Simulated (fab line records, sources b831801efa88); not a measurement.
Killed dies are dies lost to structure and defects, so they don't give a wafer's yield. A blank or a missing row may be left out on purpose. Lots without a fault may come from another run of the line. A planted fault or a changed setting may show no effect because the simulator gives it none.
Chamber matching | flow sky130 | SKY_METAL3_ETCH_17 on rie_diel-04: 4 sister chambers
The step etches SiO2 in C4F8/O2/Ar, stops on TiN, time 3.9 s, target depth 15 nm. 4 wafers are shown with their chamber, then 8 later ones without.

WAFERS WITH THEIR CHAMBER
wafer  | chamber | oes_product_au (a.u.)
L127.5 | 3       | 0.752
L145.2 | 2       | 0.742
L145.6 | 0       | 0.753
L148.2 | 1       | 0.740

WAFERS WITHOUT THEIR CHAMBER
wafer  | oes_product_au (a.u.)
L148.4 | 0.754
L148.5 | 0.748
L147.3 | 0.731
L147.4 | 0.756
L147.5 | 0.751
L149.1 | 0.753
L149.3 | 0.749
L149.6 | 0.754

WHICH CHAMBER EACH WENT THROUGH
wafer  | from the rows above               | in truth
L148.4 | can't be placed: 0 or 3           | 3
L148.5 | can't be placed: 3 or 0 or 2 or 1 | 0
L147.3 | can't be placed: 1 or 2           | 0
L147.4 | can't be placed: 0 or 3           | 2
L147.5 | can't be placed: 3 or 0           | 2
L149.1 | can't be placed: 0 or 3           | 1
L149.3 | can't be placed: 3 or 0 or 2 or 1 | 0
L149.6 | can't be placed: 0 or 3           | 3
Placed correctly: 0 of 8. Can't be placed from these rows: 8 (the true chamber is among the candidates in 4). Placed wrongly: 0.
How it was worked out, from the rows above alone: a wafer's distance from a chamber is the root of the sum, over the readings, of the square of ((its reading less the chamber's mean) divided by the reading's scatter). The wafer belongs to the nearest chamber; if the next one is less than 2 further off, it can't be placed. A chamber's mean is the mean of its shown wafers. The scatter: with one shown wafer a chamber, the root of the mean of the squares of how far each hidden wafer lies from its nearest shown one.
